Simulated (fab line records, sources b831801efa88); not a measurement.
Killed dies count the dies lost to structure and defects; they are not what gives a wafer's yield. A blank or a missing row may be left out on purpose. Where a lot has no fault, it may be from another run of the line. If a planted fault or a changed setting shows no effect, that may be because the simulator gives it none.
Code-filled problem report in 8D (eight disciplines) form	flow gf180mcu	the parts of the form that need people (team, actions taken, sign-off) are left out

1. WHAT IS WRONG
Mean of chamber pressure mTorr at GF_M1_STRIP_17: 1199.7 mTorr across 5 wafers in 2 lots; on wafers with no fault it is 1500.0 mTorr (standard deviation 1.2). That is -99 or more standard deviations from the usual mean.
The step: strips in O2/N2.
First seen on wafer L481.1, day 19 12:56, on plasma asher-02. At this step, 39 wafers from 13 lots have a number in the record. Rule for "out", or "out of limits": more than 4 standard deviations from the usual mean. All remaining wafers that have a number are taken as sound.

2. WHAT THIS IS AND IS NOT
question	is	is not
which readings at this step	chamber pressure mTorr, strip time to endpoint s	drypump motor current A, heater power w, oes product au
which lots	L481, L482	L475, L476, L477, L478, L489, L490, L492, L493, L494, L496, L497
which wafers of those lots	L481.1, L481.3, L481.6, L482.2, L482.6	L482.1
read on which tools	plasma asher-02	plasma asher-03, plasma asher-04
when	from day 19 12:56	up to then (12 sound wafers); but 22 sound wafers of L482, L489, L490, L492, L493, L494, L496, L497 came after

3. WHAT RULES OUT EACH SUSPECT
Counting: any tool at a process step up to the reading remains a suspect provided it ran every lot that is out. Sound lots after the first of them don't rule it out here, since some wafers of a struck lot are sound.
- pvd sputter-02 at GF_CONTACT_SPUTTER_22 (material Ti, target thk 15 nm, time 80.02 s): kept. Every lot that is out went through it, the first being L481 (day 18 11:43); the last sound lot it ran before that was L478 (day 16 23:55).
- plasma asher-02 at GF_M1_STRIP_17 (strips in O2/N2): kept. Every lot that is out went through it, the first being L481 (day 19 12:56); the last sound lot it ran before that was L478 (day 18 00:39). Its own chamber pressure mTorr, strip time to endpoint s readings are out on those wafers.
- The sound lot-mates ran in chamber 1 of plasma asher-02 at GF_M1_STRIP_17, but the wafers that are out ran in chamber 0.
What counting leaves: pvd sputter-02 at GF_CONTACT_SPUTTER_22 and plasma asher-02 at GF_M1_STRIP_17.

4. THE CAUSE (what the simulator had put in)
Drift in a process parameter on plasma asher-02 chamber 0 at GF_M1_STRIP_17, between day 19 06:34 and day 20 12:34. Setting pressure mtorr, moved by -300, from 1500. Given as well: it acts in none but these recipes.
This tool is one of the 2 suspects left after counting.

5. THE CHAIN OF EFFECTS, in route order
Each row: a reading where the mean over the struck wafers with a number is more than 3 standard deviations away from the usual. Scope: only readings with a usual standard deviation given in the record; hours: median across lots of the time from each lot's start at the first step in this table that gives one to its start at this step; sigmas: change in usual standard deviations.
hours	step	reading	usual	on struck wafers	change	sigmas
0	GF_M1_STRIP_17	chamber pressure mTorr	1500.0 mTorr	1199.7	-300.3	-99 or more
0	GF_M1_STRIP_17	strip time to endpoint s	7.87 s	8.47	+0.60	+9.8
It contains these process steps:
- GF_M1_STRIP_17: strips in O2/N2.

6. HOW IT WOULD HAVE BEEN CAUGHT EARLIER
6 hours passed between the start of the fault at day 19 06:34 and the first reading out of limits in this record, taken at day 19 12:56.
